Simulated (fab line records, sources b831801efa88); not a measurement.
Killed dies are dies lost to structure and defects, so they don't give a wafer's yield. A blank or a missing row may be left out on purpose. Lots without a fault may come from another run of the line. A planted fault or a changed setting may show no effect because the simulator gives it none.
One fault seen from 2 desks | flow gf180mcu | each desk has only its own numbers; what lay behind them comes last

THE TOOL OWNER'S DESK: lpcvd-02
The tool's own readings at GF_STI_CVD_03 (deposits Si3N4 from DCS/NH3, target thk 207.16 nm, time 3551 s): means of the sampled wafers that have a number, for each lot that ran on this tool. A lot is out of limits, marked OUT, if its mean lies more than 4 standard deviations from the usual mean; the brackets give that distance.
Columns: A = spike_tc_bottom_C at GF_STI_CVD_03, usual 787.0 C; B = spike_tc_upper_C at GF_STI_CVD_03, usual 769.9 C; C = zone_power_upper_pct at GF_STI_CVD_03, usual 12.8 %
lot  | first seen here | A     | B     | C
L494 | day 1 23:22     | 784.6 | 769.7 | 11.5
L495 | day 2 02:34     | 786.8 | 771.2 | 15.0
L502 | day 3 20:01     | 784.6 | 769.6 | 11.5
L503 | day 3 20:01     | 784.0 | 770.6 | 11.5
L505 | day 4 07:44     | 783.7 | 768.8 | 11.6
This desk's finding: nothing out of limits on any of the 5 lots.

THE METROLOGY DESK
What the gauges read, lot by lot, whatever tool the lot ran on: means of the sampled wafers that have a number. A lot is out of limits, marked OUT, if its mean lies more than 4 standard deviations from the usual mean; the brackets give that distance.
Columns: A = STI_CVD_03_THK at GF_STI_THK_MEAS_04, usual 207.3 nm; B = STI_CVD_23_THK at GF_STI_THK_MEAS_24, usual 650 nm; C = VT_IMPLANT_OVL at GF_VT_IMPLANT_OVL_MEAS_07, usual 0.0 nm
lot  | first seen here | A               | B   | C
L493 | day 1 18:45     | 204.3           | 643 | -0.2
L492 | day 1 18:46     | 206.2           | 650 | 0.4
L494 | day 2 01:21     | 206.3           | 641 | 1.2
L495 | day 2 04:34     | 210.0           | 656 | -1.3
L497 | day 2 14:35     | 206.0           | 647 | -1.4
L502 | day 3 22:00     | 110.5 (-48) OUT | 645 | 1.9
L503 | day 3 22:01     | 112.5 (-47) OUT | 644 | 0.3
L505 | day 4 09:43     | 107.5 (-50) OUT | 652 | 1.9
L507 | day 4 16:49     | 208.1           | 655 | 0.1
L510 | day 5 07:45     | 203.9           | 648 | -1.3
L515 | day 6 13:01     | 205.8           | 656 | -0.5
This desk's finding: out of limits on L502, L503, L505; first on L502, day 3 22:00 (STI_CVD_03_THK at GF_STI_THK_MEAS_04). In limits: L493, L492, L494, L495, L497, L507, L510, L515.

PUT TOGETHER
The metrology desk could have raised an alarm at day 3 22:00, on L502, L503, L505.
The tool owner's desk saw nothing out of limits.
The tool owner's desk has L502, L503, L505 on record, within its limits.
Of the lots named, all ran GF_STI_CVD_03 on lpcvd-02.

WHAT THE SIMULATOR HAD PUT IN
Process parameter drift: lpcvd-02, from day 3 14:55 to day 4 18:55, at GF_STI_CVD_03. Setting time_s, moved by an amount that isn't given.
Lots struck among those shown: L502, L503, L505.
Hours from the fault's start to each desk's first reading out of limits: the metrology desk, 7.
